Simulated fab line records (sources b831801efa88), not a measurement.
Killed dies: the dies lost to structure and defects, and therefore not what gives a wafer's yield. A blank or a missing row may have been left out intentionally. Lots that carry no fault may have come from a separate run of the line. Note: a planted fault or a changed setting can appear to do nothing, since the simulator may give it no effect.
A struck lot beside a sound one -- flow gf180mcu -- 14 out of 602 route steps
Sound: the wafers L795.2, L795.4, L795.5. Struck: wafers L812.1, L812.3. (L812.5 of the same lot was not struck and is left out.) The cause comes at the end.
Each step with rows lists, per side, the tool, then ch with its chambers, then its first start. Under that, the readings that differ: sound wafers -- struck wafers -- difference of the means -- sigmas: that difference in standard deviations of wafers without a fault.
alike: a reading whose means differ by less than 2 such deviations, as well as words and numbers matching on both sides. not compared: withheld readings; readings where some wafer has no value; bounds like >300 that might hide an equal value; numbers whose values overlap and for which the record gives no deviation.
Wherever a step has rows on one side only, a row that says differs or no value, or a row with sigmas, the two part there. Numbers that don't overlap but have no deviation are shown without sigmas and don't part them. Lack of a reading on every wafer of one side parts them only where that side has two or more wafers.

first, 4 steps without rows for these wafers: GF_V4_SOFTBAKE_10 (time 60 s); GF_V4_EXPOSE_11 (exposes mask Via4, target cd 260 nm); GF_V4_PEB_12 (peb time 90 s); GF_V4_DEVELOP_13 (develop time 60 s).
GF_V4_CD_MEAS_14 targets a cd of 260 nm.
  sound: cd_sem-01 at day 26 01:36; struck: cd_sem-02 at day 31 02:35
  alike: cd_nm
GF_V4_OVL_MEAS_15:
  sound: overlay-02 at day 26 01:42; struck: overlay-02 at day 31 02:43
  alike: V4_OVL
GF_V4_ETCH_16: etches BARC in N2/H2.
  sound on rie_diel-01 ch 0,1,3, day 26 01:44; struck on rie_diel-03 ch 1,2, day 31 02:45
reading,sound,struck,difference,sigmas
oes_product_au (a.u.),0.844 0.848 0.848,0.862 0.856,+0.012,+3
  alike: drypump_motor_current_A, throttle_valve_pct
GF_V4_ETCH_17: etches SiO2 in C4F8/O2/Ar, stops on TiN, target depth 630 nm.
  sound: rie_diel-01 ch 0,1,3; struck: rie_diel-03 ch 1,2
  alike: oes_product_au
GF_V4_STRIP_18: strips in O2/N2.
  sound on plasma_asher-02 ch 0,1, day 26 01:52; struck on plasma_asher-02 ch 1, day 31 02:52
  alike: drypump_motor_current_A, heater_power_w, oes_product_au
  not compared: rf_hours_counter_h
then, 2 steps without rows for these wafers: GF_V4_STRIP_19 (strips in post etch residue remover, time 1200 s); GF_V4_CLEAN_20 (cleans in DIW).
GF_V4_SPUTTER_21: material Ti, target thk 15 nm, time 80.02 s.
  sound: pvd_sputter-03 at day 26 02:24; struck: pvd_sputter-03 at day 31 03:25
  alike: throttle_valve_pct
GF_V4_SPUTTER_22: material TiN, target thk 10 nm, time 40 s.
  sound: pvd_sputter-03 at day 26 02:28; struck: pvd_sputter-03 at day 31 03:28
reading,sound,struck,difference,sigmas
model.TiN_of_V4_SPUTTER_22.thk_nm (nm),9.857 9.989 9.972,7.314 7.603,-2.481,
  alike: throttle_valve_pct
GF_V4_CVD_23: deposits W, target thk 350 nm, time 104.9 s.
  sound on cvd_w-02 ch 0,1, day 26 02:30; struck on cvd_w-01 ch 0,1, day 31 03:31
  alike: heater_power_w

## WHERE THEY PART
GF_V4_ETCH_16 only, going by this record. Later steps at which nothing parts them and some readings are alike: GF_V4_ETCH_17, GF_V4_STRIP_18, GF_V4_SPUTTER_21, GF_V4_SPUTTER_22, GF_V4_CVD_23.

WHY: whatever the simulator had introduced
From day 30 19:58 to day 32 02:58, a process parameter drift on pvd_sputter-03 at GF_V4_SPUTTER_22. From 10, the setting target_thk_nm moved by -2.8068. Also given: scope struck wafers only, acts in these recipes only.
